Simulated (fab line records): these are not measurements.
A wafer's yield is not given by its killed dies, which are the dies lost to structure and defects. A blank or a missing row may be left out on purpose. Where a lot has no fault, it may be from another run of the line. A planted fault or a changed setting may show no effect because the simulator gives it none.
2 desks, one fault	flow sky130	each desk holds nothing but its own numbers, with what lay behind them at the end

== METROLOGY DESK ==
Means of the sampled wafers that have a number, per lot and without regard to the tool the lot ran on: this is what the gauges read. Marked OUT: a lot whose mean sits more than 4 standard deviations from the usual mean, which makes it out of limits; the brackets give that distance.
Columns: A = VIA4_HDPCVD_THK at SKY_VIA4_THK_MEAS_01, usual 1735 nm
lot	first seen here	A
L584	day 41 13:14	1751
L593	day 44 08:35	1748
L596	day 45 06:02	1721
L597	day 45 09:20	1748
L599	day 45 15:32	1740
L600	day 45 23:04	1730
L601	day 46 05:01	1772
L602	day 46 16:01	1746
L603	day 47 08:54	1728
L605	day 47 14:12	1725
L606	day 47 15:13	1719
L604	day 47 16:57	1708
This desk's finding: nothing out of limits on any of the 12 lots.

== THE TOOL OWNER'S DESK: pvd-sputter-03 ==
The tool's own readings at SKY_METAL5_SPUTTER_00 (material Ti, target thk 15 nm, time 10 s): means of the sampled wafers that have a number, for each lot that ran on this tool. Marked OUT: a lot whose mean sits more than 4 standard deviations from the usual mean, which makes it out of limits; the brackets give that distance.
Columns: A = chamber-pressure-pa at SKY_METAL5_SPUTTER_00, usual 0.3999 Pa; B = throttle-valve-pct at SKY_METAL5_SPUTTER_00, usual 29.8 %
lot	first seen here	A	B
L593	day 45 08:10	0.3600 (-44) OUT	31.2
L596	day 46 04:45	0.3600 (-44) OUT	31.6
This desk's verdict: out of limits on L593, L596, starting with L593 at day 45 08:10 (chamber-pressure-pa at SKY_METAL5_SPUTTER_00). In limits: none.

== TAKEN TOGETHER ==
On L593, L596, at day 45 08:10, an alarm was possible from the tool owner's desk.
From the metrology desk's view, nothing was out of limits.
The metrology desk holds a record of L593, L596, inside its limits.
On pvd-sputter-03, each named lot ran SKY_METAL5_SPUTTER_00.

== WHAT WAS PUT IN BY THE SIMULATOR ==
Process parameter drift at SKY_METAL5_SPUTTER_00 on pvd-sputter-03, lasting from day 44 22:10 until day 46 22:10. A move of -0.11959 in setting chamber-pressure-pa, from 0.4. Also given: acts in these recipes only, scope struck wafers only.
Lots struck among those shown: L593, L596.
Hours from the fault's start to each desk's first reading out of limits: the tool owner's desk, 10.
